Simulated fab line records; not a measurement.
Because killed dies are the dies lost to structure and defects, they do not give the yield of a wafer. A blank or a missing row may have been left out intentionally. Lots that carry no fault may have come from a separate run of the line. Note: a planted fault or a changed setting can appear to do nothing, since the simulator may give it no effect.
A lot that was struck, set against a sound lot	flow sfq-line	14 out of 325 route steps
Sound: these wafers, L323.1, L323.4, L323.6. Wafers struck: L320.1, L320.2, L320.6. The cause is named last.
At each step with rows: each side's tool, then ch and its chambers, then its first start. Under that, the readings that differ: sound wafers	struck wafers	difference of the means	sigmas: that difference in standard deviations of wafers without a fault.
alike: a reading whose means differ by less than 2 such deviations, as well as words and numbers matching on both sides. not compared: withheld readings; readings where some wafer has no value; bounds like >300 that might hide an equal value; numbers whose values overlap and for which the record gives no deviation.
The two part at a step that has a row with sigmas, a row that says differs or no value, or rows on one side only. When numbers do not overlap yet have no deviation, they are printed without sigmas and do not part them. Lack of a reading on every wafer of one side parts them only where that side has two or more wafers.

first, 2 steps without rows for these wafers: SFQ_TRILAYER_R5_LITHO_PEB_139 (peb time 60 s); SFQ_TRILAYER_R5_LITHO_DEVELOP_138 (time 60 s).
SFQ_R5_OVL_MEAS_935:
  struck on overlay-01, day 63 17:19; sound on overlay-01, day 65 02:55
  alike: R5_OVL
SFQ_TRILAYER_R5_BARC_OPEN_METAL_ETCH_177: etches BARC in O2, target depth 125 nm, time 41.7 s.
  sound on rie-metal-01 ch 0,1, day 65 02:58; struck on rie-metal-03 ch 0,1, day 63 17:22
  alike: drypump-motor-current-A, oes-product-au
  not compared: rf-hours-counter-h
SFQ_TRILAYER_R5_ETCH_METAL_ETCH_139: etches the open film in Cl2, stops on SiO2, target depth 60 nm, time 40 s.
  sound on rie-metal-01 ch 0,1, day 65 03:01; struck on rie-metal-03 ch 0,1, day 63 17:25
  alike: drypump-motor-current-A, oes-product-au
  not compared: rf-hours-counter-h
SFQ_TRILAYER_R5_STRIP_STRIP_140: strips in O2.
  sound on rie-metal-01 ch 0,1, day 65 03:05; struck on rie-metal-03 ch 0,1, day 63 17:29
  alike: drypump-motor-current-A, oes-product-au
  not compared: rf-hours-counter-h
then, 1 step without rows for these wafers: SFQ_TRILAYER_R5_STRIP_SOLV_CLEAN_141 (cleans in NMP, time 600 s).
SFQ_TRILAYER_A5C_DEP_PECVD_142: deposits SiO2 from SiH4/N2O, time 15.556 s, target thk 70 nm.
  sound on pecvd-01 ch 0,1,2, day 65 03:51; struck on pecvd-04 ch 0,1, day 63 18:15
  alike: heater-power-w, throttle-valve-pct
then, 4 steps without rows for these wafers: SFQ_TRILAYER_I5_LITHO_COAT_149 (resist thk 62 nm); SFQ_TRILAYER_I5_LITHO_COAT_144 (resist thk 650 nm); SFQ_TRILAYER_I5_LITHO_SOFTBAKE_148; SFQ_TRILAYER_I5_LITHO_EXPOSE_145 (exposes mask I5, target cd 700 nm).
-- the record jumps here: 5 days lie between the struck wafers' starts before and after --
SFQ_TRILAYER_I5_LITHO_PEB_147: peb time 60 s.
  struck on litho-track-03, day 68 17:14; sound on litho-track-02 ch 0, day 69 17:14
  no value came back on the struck wafers for chill-plate-temp-C (C), exhaust-pa (Pa); on the sound wafers chill-plate-temp-C (C) reads 23.07 22.98 22.93
then, 1 step without rows for these wafers: SFQ_TRILAYER_I5_LITHO_DEVELOP_146 (time 60 s).

== WHERE THEY PART ==
Only at SFQ_TRILAYER_I5_LITHO_PEB_147, as far as this record shows.

WHY: what had been put in by the simulator
Entire step skipped (litho-track-03, SFQ_TRILAYER_I5_LITHO_PEB_147), from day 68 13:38 onward. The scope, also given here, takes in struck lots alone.
